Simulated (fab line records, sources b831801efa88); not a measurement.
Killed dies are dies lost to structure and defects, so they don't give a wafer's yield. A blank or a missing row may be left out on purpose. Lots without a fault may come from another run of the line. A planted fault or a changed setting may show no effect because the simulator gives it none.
Which tool did it? | flow gf180mcu | 14 lots, 42 wafers sampled, at 3 steps of a route of 602

WHAT THE GAUGES READ, wafer by wafer
GF_VT_IMPLANT_OVL_MEAS_07. Usual: VT_IMPLANT_OVL -1.0 nm, standard deviation 1.6.
lot  | measured     | on         | VT_IMPLANT_OVL (nm) | flag
L493 | day 5 14:29  | overlay-01 | -1.8 -1.7 -0.6      |
L495 | day 6 04:22  | overlay-01 | -1.0 0.2 0.8        |
L496 | day 6 09:25  | overlay-01 | -1.5 -0.9 -0.4      |
L497 | day 6 16:29  | overlay-01 | -1.5 -3.1 -2.1      |
L498 | day 6 22:56  | overlay-02 | -2.8 -1.4 -0.6      |
L499 | day 7 05:59  | overlay-01 | -3.3 -1.3 -0.8      |
L500 | day 7 08:54  | overlay-02 | -2.3 -3.6 -3.3      |
L502 | day 7 22:11  | overlay-01 | -2.5 -0.6 -0.7      |
L505 | day 8 18:51  | overlay-02 | 0.0 -0.1 0.8        |
L508 | day 9 09:08  | overlay-01 | -0.5 2.2 2.2        |
L509 | day 9 17:41  | overlay-02 | 1.2 -2.4 0.7        |
L511 | day 10 11:11 | overlay-02 | -3.9 -2.9 -2.7      |
L514 | day 11 00:05 | overlay-01 | -1.4 -1.6 -1.9      |
L516 | day 11 13:13 | overlay-02 | -0.4 -2.0 0.1       |

GF_SAB_THK_MEAS_01. Usual: SAB_CVD_00_THK 49.9 nm, standard deviation 0.66.
lot  | measured     | on            | SAB_CVD_00_THK (nm) | flag
L493 | day 14 09:00 | film_metro-03 | 48.8 49.6 50.3      |
L495 | day 14 22:23 | film_metro-03 | 49.7 49.9 50.3      |
L496 | day 15 13:47 | film_metro-02 | 48.2 49.1 49.3      |
L497 | day 15 23:16 | film_metro-02 | 48.8 50.2 49.3      |
L498 | day 16 02:32 | film_metro-01 | 49.6 49.1 49.3      |
L499 | day 16 12:19 | film_metro-01 | 48.8 50.3 50.8      |
L500 | day 16 15:14 | film_metro-02 | 49.8 50.0 50.4      |
L502 | day 17 07:04 | film_metro-01 | 50.5 49.9 51.0      |
L505 | day 18 14:19 | film_metro-02 | 50.2 50.4 50.2      |
L508 | day 19 13:27 | film_metro-02 | 52.6 53.0 53.0      | OFF
L509 | day 20 01:28 | film_metro-03 | 52.9 53.5 52.7      | OFF
L511 | day 21 02:35 | film_metro-03 | 49.1 49.7 50.7      |
L514 | day 21 13:57 | film_metro-02 | 49.2 49.1 50.0      |
L516 | day 22 09:07 | film_metro-03 | 48.9 50.3 48.9      |

WHICH TOOL RAN EACH LOT (tool, then ch and the chambers of the sampled wafers, then the start)
lot  | GF_SAB_CVD_00
L493 | pecvd-04 ch 0,1,2, day 14 08:58
L495 | pecvd-04 ch 0,2, day 14 22:22
L496 | pecvd-01 ch 0,2, day 15 13:46
L497 | pecvd-03 ch 1,2, day 15 23:15
L498 | pecvd-01 ch 0,2, day 16 02:31
L499 | pecvd-03 ch 0,1,2, day 16 12:17
L500 | pecvd-01 ch 0,1, day 16 15:12
L502 | pecvd-01 ch 1,2, day 17 07:03
L505 | pecvd-04 ch 0,1,2, day 18 14:10
L508 | pecvd-01 ch 1,2, day 19 13:25
L509 | pecvd-01 ch 0,1,2, day 20 01:28
L511 | pecvd-03 ch 1,2, day 21 02:34
L514 | pecvd-04 ch 0,1,2, day 21 13:55
L516 | pecvd-03 ch 0,1,2, day 22 09:06
- GF_SAB_CVD_00: deposits SiO2 from TEOS, target thk 50 nm, time 4.9302 s.

WHAT THE TOOLS THEMSELVES READ (means of the sampled wafers that have a number; where no wafer has one, the mark that the record gives instead)
GF_SAB_CVD_00. Usual: heater_power_w 643 W, standard deviation 61.
lot  | tool     | heater_power_w (W) | flag
L493 | pecvd-04 | 624                |
L495 | pecvd-04 | 686                |
L496 | pecvd-01 | 684                |
L497 | pecvd-03 | 625                |
L498 | pecvd-01 | 634                |
L499 | pecvd-03 | 656                |
L500 | pecvd-01 | 608                |
L502 | pecvd-01 | 672                |
L505 | pecvd-04 | 622                |
L508 | pecvd-01 | 629                |
L509 | pecvd-01 | 663                |
L511 | pecvd-03 | 632                |
L514 | pecvd-04 | 627                |
L516 | pecvd-03 | 638                |

THE ANSWER, worked out from the rows above alone
Rule: a lot is off if the mean of its wafers that have a number lies more than 3 standard deviations from the usual mean. A lot without any number at a reading at which 4 lots or more have one is off too. The other lots that the step has rows for count as sound. The gauges are gone through in route order, then the tools' own readings, and for those a lot's mean is taken as printed above. The first step at which some lot is off is used, and at that step the reading that is off furthest; a lot without a number counts as furthest.
Off: L508, L509, at GF_SAB_THK_MEAS_01 (SAB_CVD_00_THK).
A tool fits if, at a process step before that reading, it ran every lot that is off, and no sound lot after the first of them. The gauges at GF_SAB_THK_MEAS_01 are tried like those tools. One fits: pecvd-01 at GF_SAB_CVD_00. Its last sound lot is L502 (day 17 07:03), its first lot that is off L508 (day 19 13:25): a fault that began between those two fits.

WHAT THE SIMULATOR HAD PUT IN
Process parameter drift: pecvd-01, from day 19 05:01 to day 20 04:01, at GF_SAB_CVD_00. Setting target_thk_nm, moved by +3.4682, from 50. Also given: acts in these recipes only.
Lots struck among those shown: L508, L509. The rule above found the same.
